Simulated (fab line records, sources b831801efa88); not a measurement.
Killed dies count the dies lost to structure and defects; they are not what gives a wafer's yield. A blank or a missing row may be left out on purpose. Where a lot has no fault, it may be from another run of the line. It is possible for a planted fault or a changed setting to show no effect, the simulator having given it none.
Which tool did it? ; flow sky130 ; 15 lots with 45 wafers sampled at 5 steps, on a route of 708 steps

WHAT THE GAUGES SHOWED, per wafer
SKY_VT_ADJUST_HVTR_OVL_MEAS_08.
lot;measured;on;VT_ADJUST_HVTR_OVL (nm)
L504;day 9 10:29;overlay-01;0.5 1.1 0.9
L505;day 9 13:16;overlay-02;2.0 1.9 2.1
L506;day 9 21:11;overlay-02;2.1 2.6 2.2
L507;day 10 02:11;overlay-02;0.2 -0.4 0.2
L508;day 10 12:11;overlay-02;2.2 2.2 4.3
L509;day 10 16:15;overlay-01;-2.4 -1.0 0.4
L517;day 13 15:31;overlay-01;3.3 3.3 1.7
L518;day 14 00:29;overlay-02;4.3 3.1 3.1
L519;day 14 03:22;overlay-02;1.0 3.0 2.1
L520;day 14 08:07;overlay-02;1.9 0.7 2.2
L522;day 14 21:53;overlay-02;0.9 2.4 2.3
L521;day 14 23:26;overlay-01;1.7 -1.0 -1.4
L524;day 15 14:37;overlay-02;4.9 1.9 3.6
L525;day 15 18:53;overlay-02;-0.7 -0.5 -0.2
L526;day 16 00:16;overlay-02;-0.2 0.6 1.9

SKY_SONOS_TUNNEL_OVL_MEAS_08.
lot;measured;on;SONOS_TUNNEL_OVL (nm)
L504;day 11 06:22;overlay-02;-1.2 1.1 0.0
L505;day 11 10:50;overlay-02;-1.6 -0.2 -0.6
L506;day 11 18:55;overlay-02;0.3 0.4 -0.7
L507;day 12 01:52;overlay-02;-1.0 0.7 -0.7
L508;day 12 11:37;overlay-01;-0.5 -1.2 -1.9
L509;day 12 15:34;overlay-01;-0.2 -0.6 0.7
L517;day 15 21:53;overlay-01;1.7 1.6 -0.8
L518;day 16 06:30;overlay-01;-1.9 -2.6 -2.4
L519;day 16 09:46;overlay-01;-0.3 -2.7 1.0
L520;day 16 15:13;overlay-01;-0.8 0.6 -0.9
L522;day 17 06:25;overlay-01;0.2 -1.8 1.5
L521;day 17 07:40;overlay-01;-0.1 -1.2 0.6
L524;day 18 00:22;overlay-01;-1.4 -1.7 -2.2
L525;day 18 05:04;overlay-01;0.4 2.6 1.2
L526;day 18 10:34;overlay-02;0.2 1.2 -0.4

SKY_GATE_OXIDE_THK_MEAS_02.
lot;measured;on;GATE_OXIDE_OXIDATION_00_THK (nm)
L504;day 12 15:55;film metro-01;10.38 10.48 10.44
L505;day 12 21:06;film metro-04;10.38 10.62 10.49
L506;day 13 02:35;film metro-01;10.33 10.38 10.41
L507;day 13 10:47;film metro-01;12.17 12.34 12.50 12.18 12.26 12.55
L508;day 14 00:10;film metro-01;12.28 12.26 12.45 12.30 12.25 12.39
L509;day 14 08:51;film metro-04;12.47 12.61 12.50 12.48 12.56 12.52
L517;day 17 10:09;film metro-01;10.40 10.27 10.38
L518;day 17 19:47;film metro-04;10.44 10.24 10.46
L519;day 18 00:32;film metro-02;10.36 10.17 10.30
L520;day 18 05:10;film metro-01;10.29 10.27 10.39
L522;day 18 22:22;film metro-04;10.11 10.31 10.12
L521;day 18 22:23;film metro-01;10.29 10.05 10.11
L524;day 19 14:04;film metro-01;10.27 10.48 10.07
L525;day 19 18:20;film metro-04;10.21 10.00 10.27
L526;day 19 23:00;film metro-01;10.04 9.99 10.16

SKY_POLY_GATE_CD_MEAS_13: the cd target is 150 nm.
lot;measured;on;cd nm (nm)
L504;day 16 06:07;cd sem-01;150.7 149.2 150.3
L505;day 16 11:02;cd sem-01;152.4 153.3 152.6
L506;day 16 20:28;cd sem-02;148.8 151.4 150.7
L507;day 17 04:35;cd sem-01;148.0 147.3 147.9
L508;day 17 18:13;cd sem-01;149.0 149.5 148.5
L509;day 18 02:14;cd sem-01;149.9 150.3 148.9
L517;day 21 12:08;cd sem-02;150.0 150.1 151.2
L518;day 21 20:45;cd sem-02;150.2 149.9 149.7
L519;day 22 00:53;cd sem-02;152.1 150.3 150.4
L520;day 22 05:20;cd sem-01;151.2 152.5 153.0
L522;day 22 22:57;cd sem-01;150.3 150.5 149.8
L521;day 23 00:34;cd sem-01;149.3 149.0 149.0
L524;day 23 14:21;cd sem-02;151.0 150.5 151.4
L525;day 23 19:08;cd sem-01;150.6 150.5 149.3
L526;day 23 22:28;cd sem-01;150.7 150.6 150.6

TOOL THAT RAN EACH LOT (tool first, then ch and the chambers of the sampled wafers, then the start)
lot;SKY_GATE_OXIDE_OXIDATION_01
L504;furnace-01 ch 0, day 12 14:29
L505;furnace-02 ch 0, day 12 19:41
L506;furnace-02 ch 0, day 13 01:09
L507;furnace-02 ch 0, day 13 09:22
L508;furnace-02 ch 0, day 13 22:45
L509;furnace-02 ch 0, day 14 07:25
L517;furnace-01 ch 0, day 17 08:44
L518;furnace-02 ch 0, day 17 18:22
L519;furnace-02 ch 0, day 17 23:06
L520;furnace-01 ch 0, day 18 03:44
L522;furnace-01 ch 0, day 18 20:58
L521;furnace-01 ch 0, day 18 20:58
L524;furnace-02 ch 0, day 19 12:39
L525;furnace-01 ch 0, day 19 16:55
L526;furnace-01 ch 0, day 19 21:35
- SKY_GATE_OXIDE_OXIDATION_01: stabilise 600 s, purge 300 s, target thk 10.268 nm.

WHAT THE TOOLS THEMSELVES READ (means of the sampled wafers that have a number; where no wafer has one, the mark that the record gives instead)
SKY_GATE_OXIDE_OXIDATION_01.
lot;tool;zone power centre pct (%)
L504;furnace-01;17.3
L505;furnace-02;19.7
L506;furnace-02;19.7
L507;furnace-02;19.7
L508;furnace-02;19.7
L509;furnace-02;19.5
L517;furnace-01;17.5
L518;furnace-02;19.6
L519;furnace-02;19.8
L520;furnace-01;17.4
L522;furnace-01;17.3
L521;furnace-01;17.4
L524;furnace-02;19.4
L525;furnace-01;17.5
L526;furnace-01;17.4

THE ANSWER, worked out from the rows above alone
Rule: usual is defined by the lots themselves. Put in order of their means at a reading, lots are off if they are a third of the lots or fewer, leave a main group of 4 or more, and stand apart from it by a gap of 3 or more times the standard deviation of the main group's means; of several such gaps the widest counts. The tables above print the reading to a certain number of digits; a main group whose means all agree to those digits is not used. A lot without any number at a reading at which 4 lots or more have one is off too. Where the step has rows for the other lots, those lots are counted as sound. The gauges are gone through in route order, then the tools' own readings, and for those a lot's mean is taken as printed above. The first step at which some lot is off is used, and at that step the reading that is off furthest; a lot without a number counts as furthest.
Off: L507, L508, L509, seen at SKY_GATE_OXIDE_THK_MEAS_02 (GATE_OXIDE_OXIDATION_00_THK). Mean 10.29 nm and standard deviation 0.12 in the main group.
A tool fits if, at a process step before that reading, it ran every lot that is off, and no sound lot after the first of them. Those tools and the gauges at SKY_GATE_OXIDE_THK_MEAS_02 are tried in the same way. None of those tried fits.

WHAT THE SIMULATOR PUT IN
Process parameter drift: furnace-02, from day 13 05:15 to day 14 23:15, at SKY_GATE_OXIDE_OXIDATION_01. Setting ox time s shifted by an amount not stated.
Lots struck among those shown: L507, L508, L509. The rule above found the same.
